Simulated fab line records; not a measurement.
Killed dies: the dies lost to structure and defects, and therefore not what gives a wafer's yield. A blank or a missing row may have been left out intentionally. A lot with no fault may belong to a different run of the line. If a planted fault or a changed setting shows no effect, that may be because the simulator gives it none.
Check for tools in common -- flow sky130 -- 12 lots, 39 wafers sampled

WHY THIS WAS OPENED
SKY_LDD_P_TW_MEAS_11, reading LDD_P_TW: flagged on 1 of 12 lots. No-fault wafers: 640, standard deviation 3.2.
Rule: a lot is flagged in two cases, either no wafer of it has a number, or all its wafers with numbers fall more than 4 standard deviations from that mean. All remaining lots are regarded as sound.

lot,measured,on,"LDD_P_TW, wafer by wafer",flag
L851,day 18 12:14,film_metro-02,640 640 644,
L852,day 18 20:56,film_metro-03,636 634 635,
L853,day 19 08:39,film_metro-02,639 641 638,
L855,day 22 00:36,film_metro-02,644 641 642,
L857,day 22 04:19,film_metro-02,30 30 31 30 30 30,FLAGGED
L859,day 22 18:35,film_metro-02,641 644 642,
L865,day 24 08:13,film_metro-03,639 635 636,
L868,day 25 02:43,film_metro-03,635 636 637,
L870,day 25 19:01,film_metro-03,638 638 636,
L871,day 26 09:28,film_metro-04,640 640 641,
L872,day 26 17:22,film_metro-02,638 639 637,
L873,day 26 19:31,film_metro-04,638 641 640,
Flagged lots average 30: -610 relative to the usual, that is -99 or more standard deviations.

TOOL THAT RAN EACH LOT
Before the reading, the record contains 2 process steps out of a 708-step route. Each cell gives the tool, then ch followed by the chambers the sampled wafers passed through, then the start.
lot,flag,SKY_POLY_GATE_ETCH_16,SKY_LDD_P_EXPOSE_04
L851,,"rie_diel-04 ch 1,2,3, day 15 23:47","iline_stepper-02 ch 0, day 17 21:16"
L852,,"rie_diel-03 ch 1,3, day 16 08:10","iline_stepper-02 ch 0, day 18 05:39"
L853,,"rie_diel-01 ch 0,2, day 16 19:02","iline_stepper-02 ch 0, day 18 17:20"
L855,,"rie_diel-03 ch 1,2,3, day 19 08:31","iline_stepper-02 ch 0, day 21 09:50"
L857,FLAGGED,"rie_diel-04 ch 1,2,3, day 19 11:38","iline_stepper-01 ch 0, day 21 13:03"
L859,,"rie_diel-04 ch 1,3, day 20 02:43","iline_stepper-02 ch 0, day 22 03:04"
L865,,"rie_diel-01 ch 0,1,3, day 21 15:58","iline_stepper-02 ch 0, day 23 16:47"
L868,,"rie_diel-04 ch 0,1,3, day 22 11:44","iline_stepper-01 ch 0, day 24 11:44"
L870,,"rie_diel-01 ch 0,1, day 23 03:48","iline_stepper-01 ch 0, day 25 03:51"
L871,,"rie_diel-01 ch 1,3, day 23 19:23","iline_stepper-01 ch 0, day 25 18:55"
L872,,"rie_diel-03 ch 0,1,2, day 24 02:47","iline_stepper-01 ch 0, day 26 02:29"
L873,,"rie_diel-03 ch 0,1,2, day 24 06:21","iline_stepper-01 ch 0, day 26 04:41"
These steps, and what they do:
- SKY_POLY_GATE_ETCH_16: etches Si3N4 in CH3F/O2, stops on poly-Si, time 147.5 s, target depth 75 nm.
- SKY_LDD_P_EXPOSE_04: exposes mask PSDM, target cd 380 nm.
- SKY_LDD_P_TW_MEAS_11

FLAGGED AGAINST TOTAL, ONE TOOL AT A TIME (gauges that did the reading follow at the end)
step,tool,lots run,flagged,share of the flagged lots,sound lots run after its first flagged lot
SKY_POLY_GATE_ETCH_16,rie_diel-01,4,0,none,-
SKY_POLY_GATE_ETCH_16,rie_diel-03,4,0,none,-
SKY_POLY_GATE_ETCH_16,rie_diel-04,4,1,all,"2 (L859,L868)"
SKY_LDD_P_EXPOSE_04,iline_stepper-01,6,1,all,"5 (L868,L870,L871,L872,L873)"
SKY_LDD_P_EXPOSE_04,iline_stepper-02,6,0,none,-
SKY_LDD_P_TW_MEAS_11,film_metro-02,6,1,all,"2 (L859,L872)"
SKY_LDD_P_TW_MEAS_11,film_metro-03,4,0,none,-
SKY_LDD_P_TW_MEAS_11,film_metro-04,2,0,none,-

WHAT THE TABLE PERMITS
Rows of the table that ran every flagged lot, 3 in all: rie_diel-04 at SKY_POLY_GATE_ETCH_16, iline_stepper-01 at SKY_LDD_P_EXPOSE_04, film_metro-02 at SKY_LDD_P_TW_MEAS_11.
- rie_diel-04 at SKY_POLY_GATE_ETCH_16 ran 4 lots, 1 of them flagged. Sound lots ran on it after the first flagged one (L859, L868), which a lasting fault on the whole tool wouldn't allow.
- iline_stepper-01 at SKY_LDD_P_EXPOSE_04 ran 6 lots, 1 of them flagged. Sound lots ran on it after the first flagged one (L868, L870, L871, L872, L873), which a lasting fault on the whole tool wouldn't allow.
- film_metro-02 at SKY_LDD_P_TW_MEAS_11 ran 6 lots, 1 of them flagged. Sound lots ran on it after the first flagged one (L859, L872), which a lasting fault on the whole tool wouldn't allow.
Every row of the table either missed a flagged lot or ran a sound lot after the first.

WHAT THE SIMULATOR HAD PUT IN
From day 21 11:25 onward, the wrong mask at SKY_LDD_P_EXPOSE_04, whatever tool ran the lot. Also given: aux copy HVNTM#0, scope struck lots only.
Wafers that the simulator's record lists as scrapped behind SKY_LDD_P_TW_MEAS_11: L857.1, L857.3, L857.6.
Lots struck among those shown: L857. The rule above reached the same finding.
